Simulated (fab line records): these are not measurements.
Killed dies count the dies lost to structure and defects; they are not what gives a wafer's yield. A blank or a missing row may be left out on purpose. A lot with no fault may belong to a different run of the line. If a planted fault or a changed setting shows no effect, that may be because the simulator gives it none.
fab line records / flow gf180mcu
record lots=7 wafers=21 last_day=34
route steps=602 shown V4@476
lots untouched by any fault: they come from a run of this same line in which no faults occurred
start_h: start of the lot's first displayed wafer, in hours after the record's first day / wait_h: hours from the lot's prior step to this one / " repeats the value in the row above / L1.1+2: a single row standing in for several wafers / - no value, or no start given / * or withheld: withheld / < > ~ a bound
route shown NAME@n: names a module that has steps shown in the file, with the first one's number in the route / usual: mean and standard deviation over wafers with no fault / same: alike in all rows / chamber/n: place in a boat / sites: the reading at each site / _std_site: how widely they spread, as a standard deviation / _edge_site: outer sites' mean less inner sites' / radius_mm: how far each site lies from the wafer's centre / mask NAME#n: copy n / behind: tool/chamber where the wafer was last shaped / hold: why the lot was held/for how many hours/how that ended / device: the transistor (n, p or np) that didn't switch / end of line: tests run on the same wafers once the route is complete / for a step that has no rows: nothing shown but its recipe / killed: count of dies lost to structure and defects at first sort (not the wafer's yield) / map: a wafer's dies, x killed, . not, _ none there
set.NAME: the setting that was run; set.NAME@STEP: the one run at that earlier step / model.NAME: the simulator's own value behind a step, which no gauge read
certain route steps with their lots: each step a table, each wafer a row
services: the hour from which a tool's chamber was out of use, counted from the record's first day as start_h (under 0 if before that day), plus the number of hours and why
## steps
# step GF_V4_CVD_00
# recipe material=SiO2 target_thk_nm=600 sigma_open_frac=0.3 temp_c=400 time_s=100 sih4_flow_sccm=60 pressure_mtorr=6
# step GF_V4_THK_MEAS_01
# recipe reads=SiO2_of_V4_CVD_00
# usual V4_CVD_00_THK=601/6.3
lot.wafer=L489.1 tool=film_metro-02 chamber=- start_h=563.79 wait_h=0.0 V4_CVD_00_THK[nm]=593
lot.wafer=L489.4 tool=film_metro-02 chamber=- start_h=563.79 wait_h=0.0 V4_CVD_00_THK[nm]=589
lot.wafer=L489.5 tool=film_metro-02 chamber=- start_h=563.79 wait_h=0.0 V4_CVD_00_THK[nm]=597
lot.wafer=L490.2 tool=film_metro-03 chamber=- start_h=568.43 wait_h=0.0 V4_CVD_00_THK[nm]=607
lot.wafer=L490.3 tool=film_metro-03 chamber=- start_h=568.43 wait_h=0.0 V4_CVD_00_THK[nm]=603
lot.wafer=L490.4 tool=film_metro-03 chamber=- start_h=568.43 wait_h=0.0 V4_CVD_00_THK[nm]=603
lot.wafer=L503.2 tool=film_metro-04 chamber=- start_h=663.57 wait_h=0.0 V4_CVD_00_THK[nm]=608
lot.wafer=L503.3 tool=film_metro-04 chamber=- start_h=663.57 wait_h=0.0 V4_CVD_00_THK[nm]=602
lot.wafer=L503.4 tool=film_metro-04 chamber=- start_h=663.57 wait_h=0.0 V4_CVD_00_THK[nm]=600
lot.wafer=L504.2 tool=film_metro-02 chamber=- start_h=664.42 wait_h=0.0 V4_CVD_00_THK[nm]=612
lot.wafer=L504.3 tool=film_metro-02 chamber=- start_h=664.42 wait_h=0.0 V4_CVD_00_THK[nm]=608
lot.wafer=L504.4 tool=film_metro-02 chamber=- start_h=664.42 wait_h=0.0 V4_CVD_00_THK[nm]=597
lot.wafer=L505.1 tool=film_metro-03 chamber=- start_h=672.55 wait_h=0.0 V4_CVD_00_THK[nm]=596
lot.wafer=L505.4 tool=film_metro-03 chamber=- start_h=672.55 wait_h=0.0 V4_CVD_00_THK[nm]=603
lot.wafer=L505.6 tool=film_metro-03 chamber=- start_h=672.55 wait_h=0.0 V4_CVD_00_THK[nm]=598
lot.wafer=L508.2 tool=film_metro-03 chamber=- start_h=690.58 wait_h=0.0 V4_CVD_00_THK[nm]=597
lot.wafer=L508.3 tool=film_metro-03 chamber=- start_h=690.58 wait_h=0.0 V4_CVD_00_THK[nm]=600
lot.wafer=L508.4 tool=film_metro-03 chamber=- start_h=690.58 wait_h=0.0 V4_CVD_00_THK[nm]=604
lot.wafer=L510.1 tool=film_metro-04 chamber=- start_h=704.80 wait_h=0.0 V4_CVD_00_THK[nm]=605
lot.wafer=L510.5 tool=film_metro-04 chamber=- start_h=704.80 wait_h=0.0 V4_CVD_00_THK[nm]=607
lot.wafer=L510.6 tool=film_metro-04 chamber=- start_h=704.80 wait_h=0.0 V4_CVD_00_THK[nm]=602
# step GF_V4_CVD_02
# recipe material=SiO2 target_thk_nm=850 precursor=TEOS temp_c=400 time_s=94.851 rf_w=600
# usual heater_power_outer_w=428/87 heater_power_w=726/130
lot.wafer=L489.1 tool=pecvd-03 chamber=2 start_h=563.85 wait_h=0.1 heater_power_outer_w=542 heater_power_w=835 since_wet_clean_h=389
lot.wafer=L489.4 tool=pecvd-03 chamber=1 start_h=563.85 wait_h=0.1 heater_power_outer_w=396 heater_power_w=665 since_wet_clean_h=-
lot.wafer=L489.5 tool=pecvd-03 chamber=2 start_h=563.85 wait_h=0.1 heater_power_outer_w=437 heater_power_w=675 since_wet_clean_h=-
lot.wafer=L490.2 tool=pecvd-01 chamber=0 start_h=568.48 wait_h=0.0 heater_power_outer_w=580 heater_power_w=1007 since_wet_clean_h=810
lot.wafer=L490.3 tool=pecvd-01 chamber=2 start_h=568.48 wait_h=0.0 heater_power_outer_w=459 heater_power_w=732 since_wet_clean_h=810
lot.wafer=L490.4 tool=pecvd-01 chamber=2 start_h=568.48 wait_h=0.0 heater_power_outer_w=478 heater_power_w=769 since_wet_clean_h=-
lot.wafer=L503.2 tool=pecvd-03 chamber=1 start_h=663.62 wait_h=0.0 heater_power_outer_w=396 heater_power_w=653 since_wet_clean_h=489
lot.wafer=L503.3 tool=pecvd-03 chamber=2 start_h=663.62 wait_h=0.0 heater_power_outer_w=483 heater_power_w=754 since_wet_clean_h=489
lot.wafer=L503.4 tool=pecvd-03 chamber=2 start_h=663.62 wait_h=0.0 heater_power_outer_w=514 heater_power_w=791 since_wet_clean_h=-
lot.wafer=L504.2 tool=pecvd-01 chamber=1 start_h=664.47 wait_h=0.0 heater_power_outer_w=422 heater_power_w=778 since_wet_clean_h=59
lot.wafer=L504.3 tool=pecvd-01 chamber=2 start_h=664.47 wait_h=0.0 heater_power_outer_w=433 heater_power_w=703 since_wet_clean_h=59
lot.wafer=L504.4 tool=pecvd-01 chamber=1 start_h=664.47 wait_h=0.0 heater_power_outer_w=443 heater_power_w=794 since_wet_clean_h=-
lot.wafer=L505.1 tool=pecvd-01 chamber=0 start_h=672.61 wait_h=0.1 heater_power_outer_w=558 heater_power_w=964 since_wet_clean_h=68
lot.wafer=L505.4 tool=pecvd-01 chamber=0 start_h=672.61 wait_h=0.1 heater_power_outer_w=566 heater_power_w=1006 since_wet_clean_h=-
lot.wafer=L505.6 tool=pecvd-01 chamber=1 start_h=672.61 wait_h=0.1 heater_power_outer_w=462 heater_power_w=823 since_wet_clean_h=-
lot.wafer=L508.2 tool=pecvd-02 chamber=0 start_h=690.63 wait_h=0.0 heater_power_outer_w=368 heater_power_w=667 since_wet_clean_h=308
lot.wafer=L508.3 tool=pecvd-02 chamber=2 start_h=690.63 wait_h=0.0 heater_power_outer_w=322 heater_power_w=558 since_wet_clean_h=-
lot.wafer=L508.4 tool=pecvd-02 chamber=0 start_h=690.63 wait_h=0.0 heater_power_outer_w=415 heater_power_w=715 since_wet_clean_h=-
lot.wafer=L510.1 tool=pecvd-01 chamber=0 start_h=704.86 wait_h=0.1 heater_power_outer_w=590 heater_power_w=984 since_wet_clean_h=100
lot.wafer=L510.5 tool=pecvd-01 chamber=0 start_h=704.86 wait_h=0.1 heater_power_outer_w=498 heater_power_w=896 since_wet_clean_h=-
lot.wafer=L510.6 tool=pecvd-01 chamber=1 start_h=704.86 wait_h=0.1 heater_power_outer_w=337 heater_power_w=651 since_wet_clean_h=-
# step GF_V4_THK_MEAS_03
# recipe reads=SiO2_of_V4_CVD_02
# usual V4_CVD_02_THK=852/11
lot.wafer=L489.1 tool=film_metro-03 chamber=- start_h=563.92 wait_h=0.0 V4_CVD_02_THK[nm]=834
lot.wafer=L489.4 tool=film_metro-03 chamber=- start_h=563.92 wait_h=0.0 V4_CVD_02_THK[nm]=850
lot.wafer=L489.5 tool=film_metro-03 chamber=- start_h=563.92 wait_h=0.0 V4_CVD_02_THK[nm]=856
lot.wafer=L490.2 tool=film_metro-02 chamber=- start_h=568.56 wait_h=0.0 V4_CVD_02_THK[nm]=857
lot.wafer=L490.3 tool=film_metro-02 chamber=- start_h=568.56 wait_h=0.0 V4_CVD_02_THK[nm]=857
lot.wafer=L490.4 tool=film_metro-02 chamber=- start_h=568.56 wait_h=0.0 V4_CVD_02_THK[nm]=870
lot.wafer=L503.2 tool=film_metro-03 chamber=- start_h=663.70 wait_h=0.0 V4_CVD_02_THK[nm]=853
lot.wafer=L503.3 tool=film_metro-03 chamber=- start_h=663.70 wait_h=0.0 V4_CVD_02_THK[nm]=833
lot.wafer=L503.4 tool=film_metro-03 chamber=- start_h=663.70 wait_h=0.0 V4_CVD_02_THK[nm]=858
lot.wafer=L504.2 tool=film_metro-04 chamber=- start_h=664.55 wait_h=0.0 V4_CVD_02_THK[nm]=852
lot.wafer=L504.3 tool=film_metro-04 chamber=- start_h=664.55 wait_h=0.0 V4_CVD_02_THK[nm]=851
lot.wafer=L504.4 tool=film_metro-04 chamber=- start_h=664.55 wait_h=0.0 V4_CVD_02_THK[nm]=858
lot.wafer=L505.1 tool=film_metro-02 chamber=- start_h=672.68 wait_h=0.0 V4_CVD_02_THK[nm]=844
lot.wafer=L505.4 tool=film_metro-02 chamber=- start_h=672.68 wait_h=0.0 V4_CVD_02_THK[nm]=853
lot.wafer=L505.6 tool=film_metro-02 chamber=- start_h=672.68 wait_h=0.0 V4_CVD_02_THK[nm]=857
lot.wafer=L508.2 tool=film_metro-03 chamber=- start_h=690.75 wait_h=0.1 V4_CVD_02_THK[nm]=850
lot.wafer=L508.3 tool=film_metro-03 chamber=- start_h=690.75 wait_h=0.1 V4_CVD_02_THK[nm]=863
lot.wafer=L508.4 tool=film_metro-03 chamber=- start_h=690.75 wait_h=0.1 V4_CVD_02_THK[nm]=876
lot.wafer=L510.1 tool=film_metro-03 chamber=- start_h=704.97 wait_h=0.1 V4_CVD_02_THK[nm]=845
lot.wafer=L510.5 tool=film_metro-03 chamber=- start_h=704.97 wait_h=0.1 V4_CVD_02_THK[nm]=857
lot.wafer=L510.6 tool=film_metro-03 chamber=- start_h=704.97 wait_h=0.1 V4_CVD_02_THK[nm]=861
# step GF_V4_CMP_04
# recipe material=SiO2 down_force_psi=4 platen_rpm=60 pad_velocity_m_s=0.94248
# usual head_pressure_psi=4.001/0.0092 motor_current_A=11.7/1.4 platen_rpm=60.00/0.044 slurry_flow_ml_min=150.0/0.48 time_to_endpoint_s=81/6
lot.wafer=L489.1 tool=cmp-01 chamber=1 start_h=564.03 wait_h=0.1 head_pressure_psi=4.004 motor_current_A=13.0 platen_rpm=60.02 slurry_flow_ml_min=150.1 time_to_endpoint_s=73
lot.wafer=L489.4 tool=cmp-01 chamber=3 start_h=564.03 wait_h=0.1 head_pressure_psi=4.001 motor_current_A=9.3 platen_rpm=59.98 slurry_flow_ml_min=150.0 time_to_endpoint_s=79
lot.wafer=L489.5 tool=cmp-01 chamber=0 start_h=564.03 wait_h=0.1 head_pressure_psi=4.006 motor_current_A=10.4 platen_rpm=59.98 slurry_flow_ml_min=149.9 time_to_endpoint_s=82
lot.wafer=L490.3 tool=cmp-02 chamber=3 start_h=568.61 wait_h=0.0 head_pressure_psi=3.997 motor_current_A=12.3 platen_rpm=60.02 slurry_flow_ml_min=150.4 time_to_endpoint_s=91
lot.wafer=L490.4 tool=cmp-02 chamber=0 start_h=568.61 wait_h=0.0 head_pressure_psi=4.007 motor_current_A=13.3 platen_rpm=59.96 slurry_flow_ml_min=150.3 time_to_endpoint_s=96
lot.wafer=L490.2 tool=cmp-02 chamber=2 start_h=568.61 wait_h=0.0 head_pressure_psi=4.002 motor_current_A=11.3 platen_rpm=59.99 slurry_flow_ml_min=150.2 time_to_endpoint_s=93
lot.wafer=L503.2 tool=cmp-02 chamber=2 start_h=663.75 wait_h=0.0 head_pressure_psi=3.998 motor_current_A=12.6 platen_rpm=59.94 slurry_flow_ml_min=149.9 time_to_endpoint_s=84
lot.wafer=L503.3 tool=cmp-02 chamber=3 start_h=663.75 wait_h=0.0 head_pressure_psi=4.011 motor_current_A=12.5 platen_rpm=59.97 slurry_flow_ml_min=149.7 time_to_endpoint_s=75
lot.wafer=L503.4 tool=cmp-02 chamber=0 start_h=663.75 wait_h=0.0 head_pressure_psi=4.000 motor_current_A=13.4 platen_rpm=59.92 slurry_flow_ml_min=149.6 time_to_endpoint_s=83
lot.wafer=L504.4 tool=cmp-02 chamber=0 start_h=664.60 wait_h=0.0 head_pressure_psi=3.990 motor_current_A=13.9 platen_rpm=60.15 slurry_flow_ml_min=149.6 time_to_endpoint_s=82
lot.wafer=L504.2 tool=cmp-02 chamber=1 start_h=664.60 wait_h=0.0 head_pressure_psi=4.012 motor_current_A=10.6 platen_rpm=59.98 slurry_flow_ml_min=150.8 time_to_endpoint_s=79
lot.wafer=L504.3 tool=cmp-02 chamber=2 start_h=664.60 wait_h=0.0 head_pressure_psi=4.008 motor_current_A=12.3 platen_rpm=59.95 slurry_flow_ml_min=151.3 time_to_endpoint_s=77
lot.wafer=L505.1 tool=cmp-02 chamber=3 start_h=672.84 wait_h=0.1 head_pressure_psi=3.991 motor_current_A=11.9 platen_rpm=59.95 slurry_flow_ml_min=150.6 time_to_endpoint_s=85
lot.wafer=L505.4 tool=cmp-02 chamber=0 start_h=672.84 wait_h=0.1 head_pressure_psi=4.011 motor_current_A=13.5 platen_rpm=60.04 slurry_flow_ml_min=149.4 time_to_endpoint_s=82
lot.wafer=L505.6 tool=cmp-02 chamber=1 start_h=672.84 wait_h=0.1 head_pressure_psi=4.008 motor_current_A=9.8 platen_rpm=59.95 slurry_flow_ml_min=149.9 time_to_endpoint_s=83
lot.wafer=L508.2 tool=cmp-02 chamber=1 start_h=690.80 wait_h=0.0 head_pressure_psi=4.001 motor_current_A=10.4 platen_rpm=60.02 slurry_flow_ml_min=148.8 time_to_endpoint_s=80
lot.wafer=L508.4 tool=cmp-02 chamber=3 start_h=690.80 wait_h=0.0 head_pressure_psi=4.002 motor_current_A=12.5 platen_rpm=59.97 slurry_flow_ml_min=148.9 time_to_endpoint_s=92
lot.wafer=L508.3 tool=cmp-02 chamber=0 start_h=690.80 wait_h=0.0 head_pressure_psi=4.002 motor_current_A=13.2 platen_rpm=59.99 slurry_flow_ml_min=149.9 time_to_endpoint_s=84
lot.wafer=L510.1 tool=cmp-01 chamber=3 start_h=705.08 wait_h=0.1 head_pressure_psi=4.002 motor_current_A=9.2 platen_rpm=59.94 slurry_flow_ml_min=149.5 time_to_endpoint_s=76
lot.wafer=L510.5 tool=cmp-01 chamber=2 start_h=705.08 wait_h=0.1 head_pressure_psi=4.004 motor_current_A=12.8 platen_rpm=59.99 slurry_flow_ml_min=150.7 time_to_endpoint_s=83
lot.wafer=L510.6 tool=cmp-01 chamber=3 start_h=705.08 wait_h=0.1 head_pressure_psi=3.995 motor_current_A=9.6 platen_rpm=60.01 slurry_flow_ml_min=149.8 time_to_endpoint_s=85
# step GF_V4_BOW_MEAS_05
# recipe mode=bow
# usual V4_BOW=138/9.3
lot.wafer=L489.1 tool=film_metro-04 chamber=- start_h=564.28 wait_h=0.2 V4_BOW[um]=142
lot.wafer=L489.4 tool=film_metro-04 chamber=- start_h=564.28 wait_h=0.2 V4_BOW[um]=140
lot.wafer=L489.5 tool=film_metro-04 chamber=- start_h=564.28 wait_h=0.2 V4_BOW[um]=149
lot.wafer=L490.2 tool=film_metro-02 chamber=- start_h=568.93 wait_h=0.1 V4_BOW[um]=128
lot.wafer=L490.3 tool=film_metro-02 chamber=- start_h=568.93 wait_h=0.1 V4_BOW[um]=137
lot.wafer=L490.4 tool=film_metro-02 chamber=- start_h=568.93 wait_h=0.1 V4_BOW[um]=132
lot.wafer=L503.2 tool=film_metro-02 chamber=- start_h=664.07 wait_h=0.3 V4_BOW[um]=131
lot.wafer=L503.3 tool=film_metro-02 chamber=- start_h=664.07 wait_h=0.3 V4_BOW[um]=137
lot.wafer=L503.4 tool=film_metro-02 chamber=- start_h=664.07 wait_h=0.3 V4_BOW[um]=131
lot.wafer=L504.2 tool=film_metro-03 chamber=- start_h=664.92 wait_h=0.2 V4_BOW[um]=145
lot.wafer=L504.3 tool=film_metro-03 chamber=- start_h=664.92 wait_h=0.2 V4_BOW[um]=153
lot.wafer=L504.4 tool=film_metro-03 chamber=- start_h=664.92 wait_h=0.2 V4_BOW[um]=139
lot.wafer=L505.1 tool=film_metro-02 chamber=- start_h=673.04 wait_h=0.1 V4_BOW[um]=143
lot.wafer=L505.4 tool=film_metro-02 chamber=- start_h=673.04 wait_h=0.1 V4_BOW[um]=133
lot.wafer=L505.6 tool=film_metro-02 chamber=- start_h=673.04 wait_h=0.1 V4_BOW[um]=132
lot.wafer=L508.2 tool=film_metro-02 chamber=- start_h=691.12 wait_h=0.3 V4_BOW[um]=121
lot.wafer=L508.3 tool=film_metro-02 chamber=- start_h=691.12 wait_h=0.3 V4_BOW[um]=140
lot.wafer=L508.4 tool=film_metro-02 chamber=- start_h=691.12 wait_h=0.3 V4_BOW[um]=141
lot.wafer=L510.1 tool=film_metro-03 chamber=- start_h=705.33 wait_h=0.2 V4_BOW[um]=144
lot.wafer=L510.5 tool=film_metro-03 chamber=- start_h=705.33 wait_h=0.2 V4_BOW[um]=151
lot.wafer=L510.6 tool=film_metro-03 chamber=- start_h=705.33 wait_h=0.2 V4_BOW[um]=145
# step GF_V4_DEHYDRATE_06
# recipe temp_c=200 time_s=60
# step GF_V4_HMDS_07
# recipe prime_time_s=60 prime_temp_c=120
# step GF_V4_COAT_08
# recipe resist=BARC temp_c=withheld time_s=withheld spin_rpm=withheld resist_thk_nm=withheld
# step GF_V4_COAT_09
# recipe resist=KrF spin_rpm=withheld resist_thk_nm=1000
# step GF_V4_SOFTBAKE_10
# recipe temp_c=130 time_s=60 resist=KrF
# step GF_V4_EXPOSE_11
# recipe mask_id=Via4 target_cd_nm=260 na=0.68 source_shape=conventional sigma_outer=0.6 dose_mj=38
# step GF_V4_PEB_12
# recipe peb_temp_c=135 peb_time_s=90 resist=KrF
# usual chill_plate_temp_C=23.01/0.13 exhaust_pa=45.2/1 heater_power_total_W=85.69/0.082 plate_temp_C=134.98/0.13
lot.wafer=L489.1 tool=litho_track-04 chamber=0 start_h=585.55 wait_h=- chill_plate_temp_C=23.13 exhaust_pa=45.4 heater_power_total_W=85.79 plate_temp_C=135.04
lot.wafer=L489.4 tool=litho_track-04 chamber=0 start_h=585.55 wait_h=- chill_plate_temp_C=22.97 exhaust_pa=46.3 heater_power_total_W=85.81 plate_temp_C=134.95
lot.wafer=L489.5 tool=litho_track-04 chamber=0 start_h=585.55 wait_h=- chill_plate_temp_C=23.04 exhaust_pa=45.2 heater_power_total_W=85.69 plate_temp_C=135.01
lot.wafer=L490.2 tool=litho_track-03 chamber=0 start_h=590.08 wait_h=- chill_plate_temp_C=22.92 exhaust_pa=45.7 heater_power_total_W=85.65 plate_temp_C=135.15
lot.wafer=L490.3 tool=litho_track-03 chamber=0 start_h=590.08 wait_h=- chill_plate_temp_C=22.93 exhaust_pa=44.3 heater_power_total_W=85.74 plate_temp_C=134.96
lot.wafer=L490.4 tool=litho_track-03 chamber=0 start_h=590.08 wait_h=- chill_plate_temp_C=23.03 exhaust_pa=44.6 heater_power_total_W=85.67 plate_temp_C=135.01
lot.wafer=L503.2 tool=litho_track-01 chamber=- start_h=683.32 wait_h=- chill_plate_temp_C=- exhaust_pa=- heater_power_total_W=- plate_temp_C=-
lot.wafer=L503.3 tool=litho_track-01 chamber=- start_h=683.32 wait_h=- chill_plate_temp_C=- exhaust_pa=- heater_power_total_W=- plate_temp_C=-
lot.wafer=L503.4 tool=litho_track-01 chamber=- start_h=683.32 wait_h=- chill_plate_temp_C=- exhaust_pa=- heater_power_total_W=- plate_temp_C=-
lot.wafer=L504.2 tool=litho_track-03 chamber=- start_h=684.08 wait_h=- chill_plate_temp_C=- exhaust_pa=- heater_power_total_W=- plate_temp_C=-
lot.wafer=L504.3 tool=litho_track-03 chamber=- start_h=684.08 wait_h=- chill_plate_temp_C=- exhaust_pa=- heater_power_total_W=- plate_temp_C=-
lot.wafer=L504.4 tool=litho_track-03 chamber=- start_h=684.08 wait_h=- chill_plate_temp_C=- exhaust_pa=- heater_power_total_W=- plate_temp_C=-
lot.wafer=L505.1 tool=litho_track-01 chamber=- start_h=692.89 wait_h=- chill_plate_temp_C=- exhaust_pa=- heater_power_total_W=- plate_temp_C=-
lot.wafer=L505.4 tool=litho_track-01 chamber=- start_h=692.89 wait_h=- chill_plate_temp_C=- exhaust_pa=- heater_power_total_W=- plate_temp_C=-
lot.wafer=L505.6 tool=litho_track-01 chamber=- start_h=692.89 wait_h=- chill_plate_temp_C=- exhaust_pa=- heater_power_total_W=- plate_temp_C=-
lot.wafer=L508.2 tool=litho_track-01 chamber=0 start_h=709.37 wait_h=- chill_plate_temp_C=22.96 exhaust_pa=45.2 heater_power_total_W=85.55 plate_temp_C=135.07
lot.wafer=L508.3 tool=litho_track-01 chamber=0 start_h=709.37 wait_h=- chill_plate_temp_C=22.98 exhaust_pa=46.4 heater_power_total_W=85.69 plate_temp_C=134.83
lot.wafer=L508.4 tool=litho_track-01 chamber=0 start_h=709.37 wait_h=- chill_plate_temp_C=23.16 exhaust_pa=45.8 heater_power_total_W=85.78 plate_temp_C=134.84
lot.wafer=L510.1 tool=litho_track-04 chamber=0 start_h=723.75 wait_h=- chill_plate_temp_C=22.87 exhaust_pa=46.0 heater_power_total_W=85.60 plate_temp_C=135.05
lot.wafer=L510.5 tool=litho_track-04 chamber=0 start_h=723.75 wait_h=- chill_plate_temp_C=22.97 exhaust_pa=45.6 heater_power_total_W=85.64 plate_temp_C=134.87
lot.wafer=L510.6 tool=litho_track-04 chamber=0 start_h=723.75 wait_h=- chill_plate_temp_C=22.72 exhaust_pa=46.9 heater_power_total_W=85.66 plate_temp_C=135.08
# step GF_V4_DEVELOP_13
# recipe develop_time_s=60 resist=KrF dev_temp_c=21
## services
tool=cmp-01 chamber=- start_h=541.67 hours=2.8 kind=pm
tool=pecvd-02 chamber=- start_h=542.92 hours=6.0 kind=pm
tool=cmp-02 chamber=- start_h=552.92 hours=0.3 kind=repair
tool=pecvd-02 chamber=1 start_h=560.45 hours=6.2 kind=repair
tool=cmp-01 chamber=- start_h=568.99 hours=2.1 kind=repair
tool=cmp-02 chamber=- start_h=572.30 hours=4.0 kind=pm
tool=cmp-01 chamber=- start_h=574.26 hours=3.1 kind=repair
tool=cmp-02 chamber=- start_h=576.30 hours=- kind=consumable_replace:conditioner
tool=cmp-02 chamber=- start_h=576.30 hours=- kind=consumable_replace:pad
tool=pecvd-01 chamber=2 start_h=587.44 hours=22.2 kind=repair
tool=cmp-02 chamber=- start_h=587.58 hours=1.6 kind=repair
tool=pecvd-01 chamber=- start_h=591.12 hours=14.0 kind=pm
tool=pecvd-01 chamber=0 start_h=616.17 hours=3.9 kind=repair
tool=cmp-01 chamber=- start_h=621.67 hours=1.8 kind=repair
tool=pecvd-01 chamber=0 start_h=626.79 hours=6.4 kind=repair
tool=pecvd-03 chamber=1 start_h=632.36 hours=6.4 kind=repair
tool=cmp-02 chamber=- start_h=636.33 hours=5.9 kind=pm
tool=cmp-02 chamber=- start_h=649.93 hours=6.2 kind=repair
tool=cmp-02 chamber=- start_h=670.76 hours=1.9 kind=repair
tool=pecvd-02 chamber=1 start_h=685.58 hours=19.6 kind=repair
tool=pecvd-01 chamber=1 start_h=686.32 hours=9.2 kind=repair
tool=cmp-02 chamber=- start_h=702.56 hours=0.5 kind=repair
tool=pecvd-01 chamber=2 start_h=704.71 hours=4.6 kind=repair
tool=cmp-02 chamber=- start_h=718.90 hours=5.2 kind=pm
## key
first_sign step=GF_V4_PEB_12 reading=tool_record direction=missing
effect none on later readings
met_at GF_V4_PEB_12
struck_wafers L503.2,L503.3,L503.4,L504.2,L504.3,L504.4,L505.1,L505.4,L505.6
later_rows_left_out L503.2,L503.3,L503.4,L504.2,L504.3,L504.4,L505.1,L505.4,L505.6
sort_left_out L503.2,L503.3,L503.4,L504.2,L504.3,L504.4,L505.1,L505.4,L505.6
onset_between 590.08 683.32
fault kind=skipped_step_whole tool=litho_track-01,litho_track-03 chamber=- onset_h=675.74 steps=GF_V4_PEB_12 scope=struck_lots_only
# sort_left_out: the simulated sort isn't trusted on such a fault, so these wafers' sort isn't shown, and their yield isn't known
# later_rows_left_out: the simulator's readings of these wafers behind a module that went badly wrong aren't trusted and aren't shown, but for the sort
